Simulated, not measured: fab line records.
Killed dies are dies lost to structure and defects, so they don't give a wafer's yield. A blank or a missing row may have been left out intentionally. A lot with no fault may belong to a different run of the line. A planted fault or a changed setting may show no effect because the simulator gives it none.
Matching of chambers | flow gf180mcu | pecvd-03 running GF_V3_CVD_02: 3 sister chambers
The step deposits SiO2 from TEOS, target thk 850 nm, time 94.851 s. 6 wafers are shown with their chamber, then 7 later ones without.

== WAFERS, EACH WITH ITS CHAMBER ==
wafer  | chamber | heaterPowerW (W)
L078.4 | 1       | 736
L082.5 | 1       | 685
L086.1 | 0       | 733
L086.4 | 2       | 633
L088.1 | 2       | 578
L088.2 | 0       | 668

== WAFERS WHOSE CHAMBER IS MISSING ==
wafer  | heaterPowerW (W)
L088.4 | 585
L096.1 | 701
L096.2 | 803
L096.4 | 728
L097.1 | 662
L097.2 | 651
L097.3 | 755

== EACH ONE'S CHAMBER ==
wafer  | from the rows above          | in truth
L088.4 | 2                            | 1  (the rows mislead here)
L096.1 | can't be placed: 0 or 1      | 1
L096.2 | can't be placed: 1 or 0      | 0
L096.4 | can't be placed: 1 or 0      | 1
L097.1 | can't be placed: 0 or 1 or 2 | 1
L097.2 | can't be placed: 2 or 0 or 1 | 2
L097.3 | can't be placed: 1 or 0      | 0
Placed correctly: 0 of 7. From these rows, 6 cannot be placed; in 6 the true chamber is one of the candidates. Number placed wrongly: 1.
How it was worked out, from the rows above alone: a wafer's distance from a chamber is the root of the sum, over the readings, of the square of ((its reading less the chamber's mean) divided by the reading's scatter). The wafer belongs to the nearest chamber; if the next one is less than 2 further off, it can't be placed. A chamber's mean is the mean of its shown wafers. The scatter: the root of (the sum of the squares of (reading less its chamber's mean) over the shown wafers, divided by (wafers less chambers)).
